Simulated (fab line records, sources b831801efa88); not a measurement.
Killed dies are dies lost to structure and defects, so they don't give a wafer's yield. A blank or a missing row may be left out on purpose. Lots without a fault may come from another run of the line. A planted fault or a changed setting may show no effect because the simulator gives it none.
Chamber matching | flow sky130 | SKY_VIA3_ETCH_15 on rie_diel-04: 4 sister chambers
The step etches SiO2 in C4F8/O2/Ar, stops on TiN, target depth 507 nm, time 78 s. 4 wafers are shown with their chamber, then 10 later ones without.

WAFERS WITH THEIR CHAMBER
wafer  | chamber | oes_product_au (a.u.)
L082.1 | 2       | 0.953
L082.2 | 1       | 0.942
L087.1 | 0       | 0.949
L087.3 | 3       | 0.959

WAFERS WITHOUT THEIR CHAMBER
wafer  | oes_product_au (a.u.)
L087.4 | 0.944
L094.1 | 0.946
L094.4 | 0.954
L094.5 | 0.954
L095.2 | 0.942
L095.3 | 0.950
L095.6 | 0.949
L097.4 | 0.946
L097.5 | 0.949
L097.6 | 0.948

WHICH CHAMBER EACH WENT THROUGH
wafer  | from the rows above     | in truth
L087.4 | can't be placed: 1 or 0 | 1
L094.1 | can't be placed: 0 or 1 | 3
L094.4 | 2                       | 2
L094.5 | 2                       | 2
L095.2 | 1                       | 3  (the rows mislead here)
L095.3 | can't be placed: 0 or 2 | 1
L095.6 | 0                       | 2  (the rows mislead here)
L097.4 | can't be placed: 0 or 1 | 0
L097.5 | 0                       | 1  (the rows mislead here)
L097.6 | 0                       | 0
Placed correctly: 3 of 10. Can't be placed from these rows: 4 (the true chamber is among the candidates in 2). Placed wrongly: 3.
How it was worked out, from the rows above alone: a wafer's distance from a chamber is the root of the sum, over the readings, of the square of ((its reading less the chamber's mean) divided by the reading's scatter). The wafer belongs to the nearest chamber; if the next one is less than 2 further off, it can't be placed. A chamber's mean is the mean of its shown wafers. The scatter: with one shown wafer a chamber, the root of the mean of the squares of how far each hidden wafer lies from its nearest shown one.
